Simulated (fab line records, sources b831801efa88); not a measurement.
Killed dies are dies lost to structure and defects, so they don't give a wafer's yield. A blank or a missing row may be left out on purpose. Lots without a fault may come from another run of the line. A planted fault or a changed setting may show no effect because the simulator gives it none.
fab line records | flow sky130
record lots=24 wafers=72 last_day=50
route steps=708 shown METAL2@483 VIA2@522 METAL3@563 VIA3@589 CAP2M@605
lots that met no fault: from a run of the same line without faults
start_h: hours from the record's first day to the start of the lot's first wafer shown | wait_h: hours since the lot's step before | " the same as in the row above | L1.1+2: a row that stands for several wafers | - no value, or no start given | * or withheld: withheld | < > ~ a bound
route shown NAME@n: a module of which the file shows steps, and the number in the route of the first | usual: mean/standard deviation of fault-free wafers | same: alike in all rows | chamber/n: place in a boat | sites: the reading at each site | _std_site: their standard deviation | _edge_site: outer sites' mean less inner sites' | radius_mm: how far each site lies from the wafer's centre | mask NAME#n: copy n | behind: the tool/chamber that last shaped the wafer | hold: why the lot was held/for how many hours/how that ended | device: the transistor (n, p or np) that didn't switch | end of line: the same wafers' tests at the end of the route | a step without rows: its recipe alone | killed: dies lost to structure and defects at the first sort, not the wafer's yield | map: a wafer's dies, x killed, . not, _ none there
set.NAME: the setting as run; set.NAME@STEP: as run at that earlier step | model.NAME: the simulator's own value behind a step, which no gauge read
steps of the route over a sample of lots; a table a step, a row a wafer
services: from which hour (start_h, from the record's first day; less than 0 if before it) a tool's chamber was out of use, for how many hours, and why
## steps
# step SKY_METAL2_SPUTTER_00
# recipe material=Ti target_thk_nm=15 power_w=3000 time_s=10 chamber_pressure_pa=0.4
# usual throttle_valve_pct=29.5/0.97
# columns lot.wafer tool chamber start_h wait_h throttle_valve_pct
L074.1 pvd_sputter-02 - 808.01 0.2 28.8
L074.3 " - " " 29.4
L074.6 " - " " 29.4
L075.2 pvd_sputter-02 - 810.30 0.1 30.2
L075.5 " - " " 30.1
L075.6 " - " " 28.7
L076.2 pvd_sputter-04 - 810.64 0.2 28.9
L076.4 " - " " 29.9
L076.5 " - " " 31.8
L077.1 pvd_sputter-03 - 813.04 0.1 29.4
L077.4 " - " " 30.7
L077.5 " - " " 29.2
L078.3 pvd_sputter-04 - 824.20 0.1 29.6
L078.5 " - " " 28.7
L078.6 " - " " 30.8
L079.4 pvd_sputter-04 - 831.05 0.1 28.7
L079.5 " - " " 31.5
L079.6 " - " " 28.6
L080.1 pvd_sputter-02 - 837.47 0.2 29.7
L080.3 " - " " 29.3
L080.4 " - " " 28.9
L081.1 pvd_sputter-02 - 847.17 0.1 28.8
L081.2 " - " " 29.3
L081.3 " - " " 29.6
L082.2 pvd_sputter-02 - 857.15 0.2 28.3
L082.5 " - " " 28.6
L082.6 " - " " 30.0
L083.1 pvd_sputter-02 - 862.45 0.2 29.6
L083.2 " - " " 28.6
L083.6 " - " " 29.8
L084.2 pvd_sputter-02 - 870.51 0.2 29.5
L084.5 " - " " 29.5
L084.6 " - " " 28.7
L085.4 pvd_sputter-04 - 875.74 0.2 29.5
L085.5 " - " " 31.8
L085.6 " - " " 28.6
L086.3 pvd_sputter-03 - 882.01 0.2 27.9
L086.4 " - " " 29.4
L086.5 " - " " 28.9
L087.2 pvd_sputter-02 - 896.50 0.2 28.6
L087.4 " - " " 29.5
L087.6 " - " " 28.5
L088.3 pvd_sputter-04 - 897.01 0.2 30.6
L088.4 " - " " 28.7
L088.6 " - " " 28.8
L089.1 pvd_sputter-03 - 903.40 0.2 29.5
L089.5 " - " " 29.3
L089.6 " - " " 30.7
L090.2 pvd_sputter-03 - 912.91 0.2 28.1
L090.3 " - " " 29.2
L090.4 " - " " 31.0
L091.2 pvd_sputter-03 - 917.49 0.2 31.0
L091.4 " - " " 28.0
L091.6 " - " " 29.3
L092.1 pvd_sputter-03 - 930.16 0.1 28.1
L092.4 " - " " 29.3
L092.6 " - " " 29.3
L093.3 pvd_sputter-02 - 940.64 0.2 28.5
L093.5 " - " " 28.6
L093.6 " - " " 29.1
L094.3 pvd_sputter-03 - 947.73 0.2 28.9
L094.4 " - " " 30.7
L094.6 " - " " 28.0
L095.1 pvd_sputter-02 - 961.17 0.2 28.7
L095.2 " - " " 29.6
L095.6 " - " " 29.2
L096.1 pvd_sputter-04 - 963.29 0.2 28.7
L096.4 " - " " 30.8
L096.6 " - " " 28.3
L097.3 pvd_sputter-03 - 978.40 0.1 29.3
L097.5 " - " " 30.8
L097.6 " - " " 29.1
# step SKY_METAL2_SPUTTER_01
# recipe material=TiN target_thk_nm=20 power_w=6719 time_s=16.7 chamber_pressure_pa=0.4
# usual throttle_valve_pct=29.5/0.99
# columns lot.wafer tool chamber start_h wait_h throttle_valve_pct
L074.1 pvd_sputter-02 - 808.03 0.0 28.7
L074.3 " - " " 29.3
L074.6 " - " " 29.4
L075.2 pvd_sputter-02 - 810.32 0.0 30.0
L075.5 " - " " 29.9
L075.6 " - " " 28.9
L076.2 pvd_sputter-04 - 810.67 0.0 28.7
L076.4 " - " " 29.9
L076.5 " - " " 31.9
L077.1 pvd_sputter-03 - 813.06 0.0 29.2
L077.4 " - " " 30.5
L077.5 " - " " 29.0
L078.3 pvd_sputter-04 - 824.22 0.0 29.7
L078.5 " - " " 28.6
L078.6 " - " " 30.8
L079.4 pvd_sputter-04 - 831.08 0.0 28.5
L079.5 " - " " 31.8
L079.6 " - " " 28.6
L080.1 pvd_sputter-02 - 837.49 0.0 29.5
L080.3 " - " " 29.6
L080.4 " - " " 28.4
L081.1 pvd_sputter-02 - 847.19 0.0 28.8
L081.2 " - " " 29.5
L081.3 " - " " 29.7
L082.2 pvd_sputter-02 - 857.17 0.0 28.8
L082.5 " - " " 28.6
L082.6 " - " " 30.0
L083.1 pvd_sputter-02 - 862.48 0.0 29.7
L083.2 " - " " 28.6
L083.6 " - " " 29.9
L084.2 pvd_sputter-02 - 870.53 0.0 29.4
L084.5 " - " " 29.4
L084.6 " - " " 28.8
L085.4 pvd_sputter-04 - 875.76 0.0 29.9
L085.5 " - " " 31.8
L085.6 " - " " 28.7
L086.3 pvd_sputter-03 - 882.03 0.0 28.0
L086.4 " - " " 29.3
L086.5 " - " " 29.1
L087.2 pvd_sputter-02 - 896.53 0.0 28.7
L087.4 " - " " 29.3
L087.6 " - " " 28.4
L088.3 pvd_sputter-04 - 897.03 0.0 30.8
L088.4 " - " " 28.5
L088.6 " - " " 29.0
L089.1 pvd_sputter-03 - 903.42 0.0 29.2
L089.5 " - " " 29.3
L089.6 " - " " 30.4
L090.2 pvd_sputter-03 - 912.93 0.0 28.0
L090.3 " - " " 29.4
L090.4 " - " " 30.8
L091.2 pvd_sputter-03 - 917.52 0.0 31.1
L091.4 " - " " 28.0
L091.6 " - " " 29.5
L092.1 pvd_sputter-03 - 930.18 0.0 28.0
L092.4 " - " " 29.5
L092.6 " - " " 29.3
L093.3 pvd_sputter-02 - 940.67 0.0 28.6
L093.5 " - " " 28.9
L093.6 " - " " 29.2
L094.3 pvd_sputter-03 - 947.76 0.0 29.2
L094.4 " - " " 30.8
L094.6 " - " " 28.0
L095.1 pvd_sputter-02 - 961.19 0.0 28.6
L095.2 " - " " 29.7
L095.6 " - " " 29.8
L096.1 pvd_sputter-04 - 963.31 0.0 28.6
L096.4 " - " " 30.4
L096.6 " - " " 28.4
L097.3 pvd_sputter-03 - 978.42 0.0 29.1
L097.5 " - " " 30.5
L097.6 " - " " 29.3
# step SKY_VIA2_ETCH_15
# recipe target=SiO2 chemistry=C4F8/O2/Ar target_depth_nm=546 stop_on=TiN mask_material=KrF-thick source_w=1500 bias_w=1200 pressure_mtorr=40 c4f8_flow_sccm=withheld O2_flow_sccm=6 Ar_flow_sccm=300 time_s=84
# usual chamber_pressure_mTorr=40.00/0.037 oes_product_au=0.940/0.0042
# columns lot.wafer tool chamber start_h wait_h chamber_pressure_mTorr oes_product_au rf_hours_counter_h
L074.1 rie_diel-01 3 861.13 0.0 39.97 0.941 6
L074.3 " 2 " " 40.01 0.937 3
L074.6 " 3 " " 39.94 0.938 -
L075.2 rie_diel-01 2 863.13 0.0 40.04 0.939 3
L075.5 " 3 " " 40.04 0.943 -
L075.6 " 1 " " 40.04 0.941 -
L076.2 rie_diel-03 1 864.58 0.0 40.01 0.942 24
L076.4 " 3 " " 40.04 0.945 -
L076.5 " 2 " " 39.99 0.945 -
L077.1 rie_diel-01 1 866.03 0.0 39.98 0.937 17
L077.4 " 3 " " 39.92 0.931 -
L077.5 " 2 " " 39.96 0.938 -
L078.3 rie_diel-02 2 877.70 0.0 39.97 0.942 3
L078.5 " 3 " " 40.00 0.939 -
L078.6 " 2 " " 39.97 0.938 -
L079.4 rie_diel-02 2 884.76 0.0 40.03 0.944 -
L079.5 " 0 " " 40.02 0.938 -
L079.6 " 3 " " 40.04 0.938 -
L080.1 rie_diel-03 1 891.43 0.0 40.01 0.946 25
L080.3 " 0 " " 40.04 0.943 0
L080.4 " 2 " " 40.00 0.937 15
L081.1 rie_diel-03 2 900.13 0.0 39.98 0.935 16
L081.2 " 3 " " 40.03 0.937 9
L081.3 " 1 " " 39.96 0.936 25
L082.2 rie_diel-02 1 909.33 0.0 40.00 0.934 14
L082.5 " 2 " " 40.02 0.944 -
L082.6 " 1 " " 39.99 0.938 -
L083.1 rie_diel-03 0 915.53 0.0 40.00 0.943 1
L083.2 " 3 " " 39.98 0.940 9
L083.6 " 0 " " 39.99 0.945 -
L084.2 rie_diel-01 2 922.38 0.0 39.99 0.943 4
L084.5 " 0 " " 40.02 0.939 -
L084.6 " 3 " " 40.06 0.938 -
L085.4 rie_diel-01 2 927.73 0.0 39.98 0.939 4
L085.5 " 0 " " 40.01 0.942 -
L085.6 " 1 " " 40.00 0.946 -
L086.3 rie_diel-01 0 933.98 0.0 40.00 0.944 7
L086.4 " 1 " " 39.92 0.943 19
L086.5 " 3 " " 40.01 0.939 -
L087.2 rie_diel-01 1 946.28 0.0 40.01 0.939 19
L087.4 " 2 " " 40.05 0.938 5
L087.6 " 1 " " 40.02 0.937 -
L088.3 rie_diel-03 0 948.18 0.0 40.00 0.931 2
L088.4 " 3 " " 39.99 0.937 -
L088.6 " 0 " " 40.03 0.938 -
L089.1 rie_diel-03 3 953.53 0.0 39.97 0.939 11
L089.5 " 0 " " 39.99 0.933 -
L089.6 " 2 " " 40.03 0.941 -
L090.2 rie_diel-01 3 964.43 0.0 39.97 0.946 10
L090.3 " 0 " " 39.97 0.942 8
L090.4 " 1 " " 40.00 0.942 20
L091.2 rie_diel-02 2 967.58 0.0 39.96 0.944 6
L091.4 " 0 " " 39.96 0.942 7
L091.6 " 2 " " 40.03 0.937 -
L092.1 rie_diel-03 2 979.93 0.0 39.95 0.941 19
L092.4 " 3 " " 40.02 0.936 12
L092.6 " 0 " " 39.98 0.940 -
L093.3 rie_diel-01 0 989.43 0.0 40.03 0.943 8
L093.5 " 1 " " 39.90 0.940 -
L093.6 " 2 " " 40.01 0.935 -
L094.3 rie_diel-01 3 996.63 0.0 40.09 0.948 11
L094.4 " 0 " " 40.01 0.945 9
L094.6 " 0 " " 40.07 0.936 -
L095.1 rie_diel-01 0 1012.13 0.0 39.98 0.935 9
L095.2 " 2 " " 40.04 0.949 8
L095.6 " 0 " " 39.94 0.934 -
L096.1 rie_diel-03 1 1012.48 0.0 39.98 0.941 2
L096.4 " 0 " " 39.94 0.939 4
L096.6 " 3 " " 40.05 0.936 -
L097.3 rie_diel-01 3 1027.08 0.0 40.04 0.937 12
L097.5 " 0 " " 40.01 0.933 -
L097.6 " 3 " " 39.97 0.935 -
# step SKY_METAL3_CD_MEAS_13
# recipe target_cd_nm=300
# usual cd_nm=299.8/1.4
# columns lot.wafer tool chamber start_h wait_h cd_nm
L074.1 cd_sem-01 - 915.33 - 298.8
L074.3 " - " " 299.5
L074.6 " - " " 299.0
L075.2 cd_sem-02 - 915.70 - 301.5
L075.5 " - " " 301.7
L075.6 " - " " 302.5
L076.2 cd_sem-01 - 916.61 - 300.7
L076.4 " - " " 299.8
L076.5 " - " " 300.1
L077.1 cd_sem-01 - 916.94 - 299.5
L077.4 " - " " 300.0
L077.5 " - " " 299.4
L078.3 cd_sem-02 - 929.84 - 302.2
L078.5 " - " " 301.4
L078.6 " - " " 303.1
L079.4 cd_sem-02 - 936.09 - 299.6
L079.5 " - " " 298.1
L079.6 " - " " 299.4
L080.1 cd_sem-01 - 943.15 - 300.0
L080.3 " - " " 301.6
L080.4 " - " " 300.2
L081.1 cd_sem-01 - 951.39 - 298.4
L081.2 " - " " 298.1
L081.3 " - " " 297.9
L082.2 cd_sem-02 - 959.05 - 300.3
L082.5 " - " " 299.6
L082.6 " - " " 299.2
L083.1 cd_sem-01 - 965.44 - 298.8
L083.2 " - " " 299.8
L083.6 " - " " 299.1
L084.2 cd_sem-02 - 972.80 - 300.9
L084.5 " - " " 299.6
L084.6 " - " " 300.6
L085.4 cd_sem-01 - 977.44 - 299.7
L085.5 " - " " 297.1
L085.6 " - " " 299.4
L086.3 cd_sem-02 - 983.02 - 298.5
L086.4 " - " " 301.3
L086.5 " - " " 300.0
L087.2 cd_sem-01 - 996.10 - 300.9
L087.4 " - " " 303.5
L087.6 " - " " 300.7
L088.3 cd_sem-01 - 997.47 - 299.4
L088.4 " - " " 297.0
L088.6 " - " " 297.5
L089.1 cd_sem-02 - 1002.09 - 298.1
L089.5 " - " " 299.7
L089.6 " - " " 301.0
L090.2 cd_sem-02 - 1013.36 - 303.0
L090.3 " - " " 301.5
L090.4 " - " " 301.3
L091.2 cd_sem-01 - 1016.20 - 300.7
L091.4 " - " " 301.0
L091.6 " - " " 299.9
L092.1 cd_sem-02 - 1028.69 - 299.0
L092.4 " - " " 298.0
L092.6 " - " " 297.3
L093.3 cd_sem-02 - 1037.03 - 300.1
L093.5 " - " " 297.6
L093.6 " - " " 299.8
L094.3 cd_sem-01 - 1043.53 - 300.7
L094.4 " - " " 301.3
L094.6 " - " " 300.2
L095.1 cd_sem-02 - 1058.64 - 300.9
L095.2 " - " " 300.8
L095.6 " - " " 300.8
L096.1 cd_sem-01 - 1058.99 - 299.5
L096.4 " - " " 299.3
L096.6 " - " " 299.3
L097.3 cd_sem-01 - 1073.08 - 299.2
L097.5 " - " " 297.2
L097.6 " - " " 297.7
# step SKY_VIA3_STRIP_16
# recipe chemistry=O2/N2 power_w=1400 pressure_mtorr=1500 platen_temp_c=withheld o2_flow_sccm=3000 n2_flow_sccm=300 overash_fraction=0.5
# usual chamber_pressure_mTorr=1500.0/1.3 drypump_motor_current_A=5.7/0.49 n2_flow_sccm=299.9/0.79 oes_product_au=0.401/0.0048 strip_time_to_endpoint_s=4.119/0.026
# columns lot.wafer tool chamber start_h wait_h chamber_pressure_mTorr drypump_motor_current_A n2_flow_sccm oes_product_au rf_hours_counter_h strip_time_to_endpoint_s
L074.1 plasma_asher-04 1 940.99 0.0 1497.8 5.2 301.0 0.405 113 4.106
L074.3 " 1 " " 1497.0 5.2 300.0 0.404 - 4.118
L074.6 " 0 " " 1498.9 5.0 301.4 0.405 - 4.093
L075.2 plasma_asher-01 0 942.52 0.0 1501.8 6.3 300.0 0.400 53 4.141
L075.5 " 0 " " 1498.3 6.3 300.9 0.392 - 4.081
L075.6 " 1 " " 1501.0 5.7 300.0 0.393 - 4.095
L076.2 plasma_asher-01 1 943.29 0.0 1497.6 5.6 300.2 0.402 53 4.134
L076.4 " 1 " " 1499.9 5.6 300.2 0.397 - 4.147
L076.5 " 0 " " 1500.9 6.4 299.5 0.398 - 4.148
L077.1 plasma_asher-04 0 943.64 0.0 1500.5 5.0 299.7 0.398 114 4.131
L077.4 " 1 " " 1500.7 5.2 300.4 0.403 - 4.120
L077.5 " 0 " " 1501.6 5.0 300.9 0.406 - 4.117
L078.3 plasma_asher-01 0 955.62 0.1 1499.2 6.3 301.0 0.408 - 4.121
L078.5 " 1 " " 1502.0 5.7 300.1 0.394 - 4.131
L078.6 " 0 " " 1499.2 6.3 299.6 0.403 - 4.135
L079.4 plasma_asher-03 0 962.43 0.1 1500.6 5.2 300.9 0.396 - 4.118
L079.5 " 0 " " 1501.2 5.2 300.3 0.407 - 4.141
L079.6 " 1 " " 1500.4 6.0 300.1 0.404 - 4.122
L080.1 plasma_asher-04 1 968.95 0.0 1499.9 5.2 300.0 0.399 116 4.118
L080.3 " 0 " " 1501.1 5.0 300.4 0.403 - 4.115
L080.4 " 1 " " 1501.6 5.2 301.0 0.404 - 4.078
L081.1 plasma_asher-04 1 976.50 0.0 1501.5 5.2 299.1 0.408 117 4.125
L081.2 " 0 " " 1501.6 5.0 300.2 0.397 117 4.083
L081.3 " 1 " " 1499.8 5.2 299.4 0.410 - 4.118
L082.2 plasma_asher-04 0 985.15 0.0 1498.8 5.0 299.5 0.401 117 4.123
L082.5 " 1 " " 1500.8 5.2 299.1 0.404 - 4.141
L082.6 " 0 " " 1500.9 5.0 299.6 0.402 - 4.109
L083.1 plasma_asher-01 0 991.30 0.0 1501.2 6.3 298.5 0.407 57 4.111
L083.2 " 1 " " 1501.5 5.7 300.5 0.401 57 4.102
L083.6 " 1 " " 1499.1 5.7 300.8 0.406 - 4.123
L084.2 plasma_asher-03 0 998.14 0.0 1499.5 5.2 298.9 0.397 22 4.154
L084.5 " 1 " " 1502.1 6.1 299.9 0.406 - 4.141
L084.6 " 0 " " 1497.6 5.2 298.3 0.402 - 4.164
L085.4 plasma_asher-03 0 1002.73 0.1 1498.1 5.2 302.1 0.401 - 4.096
L085.5 " 0 " " 1500.3 5.2 298.3 0.400 - 4.085
L085.6 " 1 " " 1499.0 6.1 300.6 0.399 - 4.104
L086.3 plasma_asher-04 1 1008.57 0.1 1500.4 5.2 299.1 0.398 - 4.148
L086.4 " 0 " " 1498.3 5.0 301.6 0.403 - 4.122
L086.5 " 1 " " 1500.8 5.2 299.3 0.407 - 4.142
L087.2 plasma_asher-01 1 1021.09 0.0 1501.0 5.7 299.2 0.404 60 4.117
L087.4 " 0 " " 1498.1 6.3 300.5 0.397 - 4.099
L087.6 " 0 " " 1500.8 6.3 299.5 0.407 - 4.090
L088.3 plasma_asher-01 1 1022.39 0.1 1498.4 5.7 298.7 0.395 - 4.111
L088.4 " 0 " " 1497.1 6.4 300.6 0.409 - 4.122
L088.6 " 0 " " 1500.6 6.4 299.7 0.398 - 4.119
L089.1 plasma_asher-01 1 1026.65 0.0 1499.2 5.7 299.3 0.400 61 4.096
L089.5 " 1 " " 1498.8 5.6 300.5 0.413 - 4.120
L089.6 " 0 " " 1499.5 6.4 299.7 0.404 - 4.153
L090.2 plasma_asher-03 1 1037.60 0.0 1502.7 6.1 300.1 0.396 26 4.129
L090.3 " 1 " " 1498.5 6.0 299.8 0.399 - 4.143
L090.4 " 0 " " 1500.8 5.2 299.1 0.402 - 4.126
L091.2 plasma_asher-01 1 1040.40 0.0 1502.4 5.7 300.0 0.402 62 4.136
L091.4 " 1 " " 1499.6 5.6 299.0 0.404 - 4.104
L091.6 " 0 " " 1500.5 6.3 301.0 0.401 - 4.087
L092.1 plasma_asher-01 0 1052.34 0.0 1501.0 6.3 298.8 0.403 63 4.108
L092.4 " 1 " " 1498.9 5.7 300.4 0.401 - 4.057
L092.6 " 0 " " 1497.8 6.3 299.6 0.411 - 4.105
L093.3 plasma_asher-03 1 1059.98 0.1 1503.0 6.1 300.0 0.402 - 4.123
L093.5 " 0 " " 1499.0 5.2 299.4 0.403 - 4.167
L093.6 " 1 " " 1502.5 6.1 300.5 0.397 - 4.145
L094.3 plasma_asher-01 0 1066.22 0.1 1497.7 6.3 300.1 0.399 - 4.147
L094.4 " 1 " " 1501.3 5.7 300.0 0.401 - 4.142
L094.6 " 1 " " 1502.6 5.7 299.0 0.406 - 4.156
L095.1 plasma_asher-01 0 1082.49 0.0 1499.5 6.3 300.6 0.401 67 4.114
L095.2 " 1 " " 1497.6 5.6 298.3 0.398 67 4.145
L095.6 " 0 " " 1499.1 6.3 300.8 0.390 - 4.092
L096.1 plasma_asher-03 0 1082.79 0.0 1499.1 5.2 300.1 0.397 30 4.112
L096.4 " 0 " " 1499.9 5.2 301.2 0.398 - 4.108
L096.6 " 0 " " 1501.5 5.2 300.0 0.404 - 4.088
L097.3 plasma_asher-01 0 1095.33 0.1 1500.6 6.3 300.4 0.409 - 4.133
L097.5 " 1 " " 1500.7 5.7 300.4 0.401 - 4.079
L097.6 " 0 " " 1499.0 6.4 299.8 0.407 - 4.116
# step SKY_CAP2M_SPUTTER_02
# recipe material=TiN target_thk_nm=200 temp_c=300 power_w=6758 time_s=166.7 chamber_pressure_pa=0.4
# usual substrate_temp_c=300.03/0.17 throttle_valve_pct=29.6/0.7
# columns lot.wafer tool chamber start_h wait_h substrate_temp_c throttle_valve_pct
L074.1 pvd_sputter-04 - 942.63 0.1 300.38 29.8
L074.3 " - " " 300.10 31.8
L074.6 " - " " 300.11 31.8
L075.2 pvd_sputter-01 - 944.02 0.0 299.74 29.5
L075.5 " - " " 299.85 29.5
L075.6 " - " " 300.11 29.8
L076.2 pvd_sputter-02 - 944.83 0.0 299.93 30.0
L076.4 " - " " 299.94 29.2
L076.5 " - " " 299.68 29.3
L077.1 pvd_sputter-04 - 945.15 0.1 300.18 30.5
L077.4 " - " " 300.25 28.5
L077.5 " - " " 299.97 30.7
L078.3 pvd_sputter-04 - 957.08 0.0 299.94 31.7
L078.5 " - " " 299.95 30.8
L078.6 " - " " 300.09 28.3
L079.4 pvd_sputter-02 - 963.88 0.0 299.64 28.6
L079.5 " - " " 300.09 29.6
L079.6 " - " " 299.65 29.9
L080.1 pvd_sputter-04 - 970.44 0.1 299.89 28.6
L080.3 " - " " 300.08 29.8
L080.4 " - " " 300.08 31.9
L081.1 pvd_sputter-04 - 978.00 0.1 299.80 28.8
L081.2 " - " " 300.08 30.4
L081.3 " - " " 299.88 29.7
L082.2 pvd_sputter-02 - 986.64 0.0 299.83 28.8
L082.5 " - " " 300.00 29.7
L082.6 " - " " 300.03 30.1
L083.1 pvd_sputter-01 - 992.88 0.1 300.14 29.9
L083.2 " - " " 300.25 29.7
L083.6 " - " " 299.79 29.8
L084.2 pvd_sputter-02 - 999.67 0.0 299.95 29.6
L084.5 " - " " 300.01 29.5
L084.6 " - " " 299.81 28.8
L085.4 pvd_sputter-02 - 1004.50 0.1 299.96 29.3
L085.5 " - " " 300.17 28.5
L085.6 " - " " 300.28 29.7
L086.3 pvd_sputter-01 - 1010.04 0.0 300.29 29.7
L086.4 " - " " 299.74 29.4
L086.5 " - " " 299.98 29.6
L087.2 pvd_sputter-02 - 1022.62 0.0 299.96 29.7
L087.4 " - " " 300.07 29.5
L087.6 " - " " 300.12 29.6
L088.3 pvd_sputter-02 - 1023.87 0.0 299.95 29.3
L088.4 " - " " 300.26 29.5
L088.6 " - " " 299.90 28.5
L089.1 pvd_sputter-01 - 1028.25 0.1 300.01 29.2
L089.5 " - " " 300.06 29.9
L089.6 " - " " 300.20 29.7
L090.2 pvd_sputter-02 - 1039.09 0.0 300.06 30.0
L090.3 " - " " 299.96 28.8
L090.4 " - " " 300.00 29.6
L091.2 pvd_sputter-02 - 1041.89 0.0 300.24 29.7
L091.4 " - " " 300.20 29.2
L091.6 " - " " 300.02 29.4
L092.1 pvd_sputter-01 - 1053.84 0.1 299.99 29.4
L092.4 " - " " 300.42 29.6
L092.6 " - " " 300.02 29.7
L093.3 pvd_sputter-01 - 1062.02 0.0 299.97 29.7
L093.5 " - " " 299.68 29.7
L093.6 " - " " 299.79 29.6
L094.3 pvd_sputter-02 - 1067.91 0.0 299.92 30.0
L094.4 " - " " 299.95 29.2
L094.6 " - " " 299.88 29.7
L095.1 pvd_sputter-02 - 1083.99 0.1 299.69 29.4
L095.2 " - " " 300.20 30.0
L095.6 " - " " 300.28 30.0
L096.1 pvd_sputter-02 - 1084.42 0.1 300.13 29.8
L096.4 " - " " 299.98 28.3
L096.6 " - " " 299.95 30.0
L097.3 pvd_sputter-04 - 1096.79 0.0 300.11 28.6
L097.5 " - " " 300.15 28.9
L097.6 " - " " 299.93 29.6
## services
# columns tool chamber start_h hours kind
plasma_asher-03 - 799.04 25.4 pm
pvd_sputter-01 - 821.11 7.9 repair
rie_diel-01 - 833.09 2.8 pm
rie_diel-03 1 836.13 5.4 repair
rie_diel-03 0 839.68 2.6 repair
plasma_asher-04 - 854.93 2.8 pm
rie_diel-01 0 856.44 22.0 repair
plasma_asher-03 - 891.02 2.3 repair
plasma_asher-01 - 908.18 2.8 pm
plasma_asher-03 - 914.56 0.4 repair
rie_diel-01 2 915.12 2.3 repair
rie_diel-03 1 927.41 5.7 repair
rie_diel-03 0 935.76 3.3 repair
pvd_sputter-04 - 978.96 110.0 repair
plasma_asher-01 - 983.80 0.5 repair
plasma_asher-04 - 1012.03 1.5 repair
plasma_asher-03 - 1023.49 1.2 repair
pvd_sputter-02 - 1025.53 7.7 repair
plasma_asher-03 - 1029.62 1.6 repair
plasma_asher-01 - 1038.17 1.8 repair
rie_diel-01 1 1054.73 29.8 repair
plasma_asher-04 - 1055.30 9.0 pm
plasma_asher-03 - 1072.81 8.8 repair
pvd_sputter-03 - 1095.39 6.2 repair
## key
fault none
